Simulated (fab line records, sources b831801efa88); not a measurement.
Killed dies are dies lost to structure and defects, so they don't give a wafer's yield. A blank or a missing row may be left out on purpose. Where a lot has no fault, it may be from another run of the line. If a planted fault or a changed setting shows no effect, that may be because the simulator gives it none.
Check of tool commonality ; flow gf180mcu ; 13 lots, 39 wafers sampled

== THE REASON FOR OPENING IT ==
Flagged at GF_HV_LDD_CD_MEAS_31: reading cd-nm, on 2 of 13 lots. No-fault wafers: 399.6 nm, standard deviation 2.
Rule: a lot is flagged in two cases, either no wafer of it has a number, or all its wafers with numbers fall more than 4 standard deviations from that mean. The rest of the lots are taken to be sound.

lot;measured;on;cd-nm (nm), wafer by wafer;flag
L885;day 11 13:20;cd-sem-01;400.4 402.1 402.6;
L886;day 11 17:50;cd-sem-01;398.2 398.8 398.9;
L888;day 12 11:38;cd-sem-02;398.4 401.9 399.1;
L893;day 13 23:08;cd-sem-02;401.9 399.3 401.3;
L894;day 14 14:30;cd-sem-02;373.9 377.0 375.3;FLAGGED
L896;day 15 04:54;cd-sem-02;378.4 377.5 377.6;FLAGGED
L899;day 16 08:15;cd-sem-01;400.9 401.0 399.0;
L900;day 16 19:00;cd-sem-02;402.3 401.0 400.6;
L903;day 17 15:05;cd-sem-01;399.6 398.1 396.6;
L904;day 18 04:59;cd-sem-02;397.9 399.8 397.8;
L906;day 18 19:02;cd-sem-01;397.3 398.3 397.6;
L907;day 19 00:05;cd-sem-02;399.7 401.3 402.6;
L908;day 19 05:28;cd-sem-02;401.9 399.4 398.7;
The numbers of the flagged lots are 376.6 nm on average: -23.0 nm against the usual, or -11 standard deviations.

== WHICH TOOL RAN EACH LOT ==
The record holds 1 process step before the reading, out of a route of 602 steps. Cell contents, in order: the tool; ch with the chambers the sampled wafers went through; the start.
lot;flag;GF_HV_LDD_EXPOSE_28
L885;;iline-stepper-01 ch 0, day 11 04:21
L886;;iline-stepper-02 ch 0, day 11 08:46
L888;;iline-stepper-02 ch 0, day 12 02:08
L893;;iline-stepper-02 ch 0, day 13 13:09
L894;FLAGGED;iline-stepper-02 ch 0, day 14 04:36
L896;FLAGGED;iline-stepper-02 ch 0, day 14 19:13
L899;;iline-stepper-01 ch 0, day 15 21:26
L900;;iline-stepper-01 ch 0, day 16 07:26
L903;;iline-stepper-01 ch 0, day 17 04:58
L904;;iline-stepper-01 ch 0, day 17 17:14
L906;;iline-stepper-01 ch 0, day 18 06:56
L907;;iline-stepper-01 ch 0, day 18 12:34
L908;;iline-stepper-01 ch 0, day 18 17:31
What these steps do:
- GF_HV_LDD_EXPOSE_28: exposes mask Nplus HV AREA, target cd 400 nm.
- GF_HV_LDD_CD_MEAS_31: target cd 400 nm.

== FLAGGED OVER TOTAL, TOOL BY TOOL (the gauges that took the reading come last) ==
step;tool;lots run;flagged;share of the flagged lots;sound lots run after its first flagged lot
GF_HV_LDD_EXPOSE_28;iline-stepper-01;8;0;none;-
GF_HV_LDD_EXPOSE_28;iline-stepper-02;5;2;all;0
GF_HV_LDD_CD_MEAS_31;cd-sem-01;5;0;none;-
GF_HV_LDD_CD_MEAS_31;cd-sem-02;8;2;all;4 (L900,L904,L907,L908)

== THE TABLE: WHAT IT ALLOWS ==
iline-stepper-02 at GF_HV_LDD_EXPOSE_28 and cd-sem-02 at GF_HV_LDD_CD_MEAS_31 are the 2 rows of the table that ran each flagged lot.
- iline-stepper-02 at GF_HV_LDD_EXPOSE_28 ran 5 lots, 2 of them flagged. Its last sound lot is L893 (day 13 13:09), its first flagged lot L894 (day 14 04:36): a fault that began between those two fits. Its own readings (exposure-dose-mJ-cm2) fall more than 4 standard deviations out on all wafers of the flagged lots.
- cd-sem-02 at GF_HV_LDD_CD_MEAS_31 ran 8 lots, 2 of them flagged. After the first flagged lot (L900, L904, L907, L908), sound lots still ran on it; a lasting fault on the whole tool would not permit that.
iline-stepper-02 at GF_HV_LDD_EXPOSE_28 is the single tool remaining.

== WHAT WAS PUT IN BY THE SIMULATOR ==
Process parameters drifting: iline-stepper-02 at GF_HV_LDD_EXPOSE_28, beginning at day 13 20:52. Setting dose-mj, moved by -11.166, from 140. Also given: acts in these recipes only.
Lots struck among those shown: L894, L896. This agrees with what the rule above found.
